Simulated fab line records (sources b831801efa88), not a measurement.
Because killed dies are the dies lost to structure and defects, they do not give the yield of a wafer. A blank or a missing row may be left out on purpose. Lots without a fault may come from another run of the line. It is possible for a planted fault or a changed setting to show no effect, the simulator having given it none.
Struck lot and sound lot, side by side | flow gf180mcu | 28 out of 602 route steps
Sound: the wafers L195.4, L195.5, L195.6. Struck: wafer L191.4 (left out: L191.2, L191.3 of the same lot, which were not struck); the cause appears at the end.
At each step with rows: each side's tool, then ch and its chambers, then its first start. Under that, the readings that differ: sound wafers | struck wafers | difference of the means | sigmas: that difference in standard deviations of wafers without a fault.
alike: readings whose means differ by less than 2 such deviations, and words and numbers that are the same on both sides. not compared: withheld readings, readings that some wafer has no value for, bounds like >300 that may hide the same value, and numbers for which the record gives no deviation and whose values overlap.
The two part at a step that has a row with sigmas, a row that says differs or no value, or rows on one side only. Non-overlapping numbers with no deviation appear without sigmas and do not part them. A reading that every wafer of one side lacks parts them only if that side has two wafers or more.

first, 8 steps without rows for these wafers: GF_M3_PEB_12 (peb time 90 s); GF_M3_DEVELOP_13 (develop time 60 s); GF_M3_METAL_ETCH_16 (etches the open film in Cl2/BCl3, stops on SiO2, target depth 750.8 nm, time 125.1 s); GF_M3_STRIP_17 (strips in O2/N2); GF_M3_STRIP_18 (strips in post etch residue remover, time 1200 s); GF_M3_CLEAN_19 (cleans in DIW); GF_V3_CVD_00 (deposits SiO2, target thk 600 nm, time 100 s); GF_V3_CVD_02 (deposits SiO2 from TEOS, target thk 850 nm, time 94.851 s).
GF_V3_CMP_04: polishes SiO2.
  sound on cmp-02 ch 0,1,2, day 28 14:39; struck on cmp-01 ch 1, day 27 10:40
reading                            | sound             | struck | difference | sigmas
motorCurrentA (A)                  | 14.2 13.1 14.7    | 10.6   | -3.4       | -3
timeToEndpointS (s)                | 88 86 90          | 61     | -27        | -6
model.SiO2_of_V3_CVD_02.thkNm (nm) | 633.7 633.1 631.5 | 696.2  | +63.4      | 
  alike: headPressurePsi
GF_V3_BOW_MEAS_05:
  sound on filmMetro-01, day 28 14:55; struck on filmMetro-04, day 27 11:16
  not compared: hold, V3_BOW
then, 8 steps without rows for these wafers: GF_V3_HMDS_07 (prime time 60 s); GF_V3_COAT_08; GF_V3_COAT_09 (resist thk 1000 nm); GF_V3_SOFTBAKE_10 (time 60 s); GF_V3_EXPOSE_11 (exposes mask Via3, target cd 260 nm); GF_V3_PEB_12 (peb time 90 s); GF_V3_DEVELOP_13 (develop time 60 s); GF_V3_ETCH_16 (etches BARC in N2/H2).
GF_V3_ETCH_17: etches SiO2 in C4F8/O2/Ar, stops on TiN, target depth 635 nm.
  sound on rieDiel-02 ch 1,2; struck on rieDiel-04 ch 2
reading                      | sound             | struck | difference | sigmas
oesProductAu (a.u.)          | 0.860 0.857 0.859 | 0.896  | +0.037     | +8
model.etch.depthNm (nm)      | 633.7 633.1 631.5 | 696.2  | +63.4      | 
model.V3.featureDepthNm (nm) | 633.7 633.1 631.5 | 696.2  | +63.4      | 
  alike: chamberPressureMTorr
then, 6 steps without rows for these wafers: GF_V3_STRIP_18 (strips in O2/N2); GF_V3_STRIP_19 (strips in post etch residue remover, time 1200 s); GF_V3_CLEAN_20 (cleans in DIW); GF_V3_SPUTTER_21 (material Ti, target thk 15 nm, time 80.02 s); GF_V3_SPUTTER_22 (material TiN, target thk 10 nm, time 40 s); GF_V3_CVD_23 (deposits W, target thk 350 nm, time 104.9 s).
GF_V3_CMP_26: polishes, stops on SiO2, t overpolish 15 s, target thk 0 nm.
  sound on cmp-02 ch 1,2,3, day 29 11:44; struck on cmp-01 ch 0, day 28 08:11
reading                            | sound             | struck | difference | sigmas
headPressurePsi (psi)              | 3.507 3.508 3.489 | 3.486  | -0.015     | -2
model.SiO2_of_V3_CVD_02.thkNm (nm) | 629.9 629.3 627.7 | 692.4  | +63.4      | 
  alike: motorCurrentA
then, 2 steps without rows for these wafers: GF_M4_SPUTTER_00 (material Ti, target thk 37.5 nm, time 150 s); GF_PASSIVATION_PROBE_99.

== WHERE THEY PART ==
At GF_V3_CMP_04 first; at GF_V3_CMP_26 last (within this record only).

WHY: what had been put in by the simulator
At GF_V3_CMP_04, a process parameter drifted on cmp-01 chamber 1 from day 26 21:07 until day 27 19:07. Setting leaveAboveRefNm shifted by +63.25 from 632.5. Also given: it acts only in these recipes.
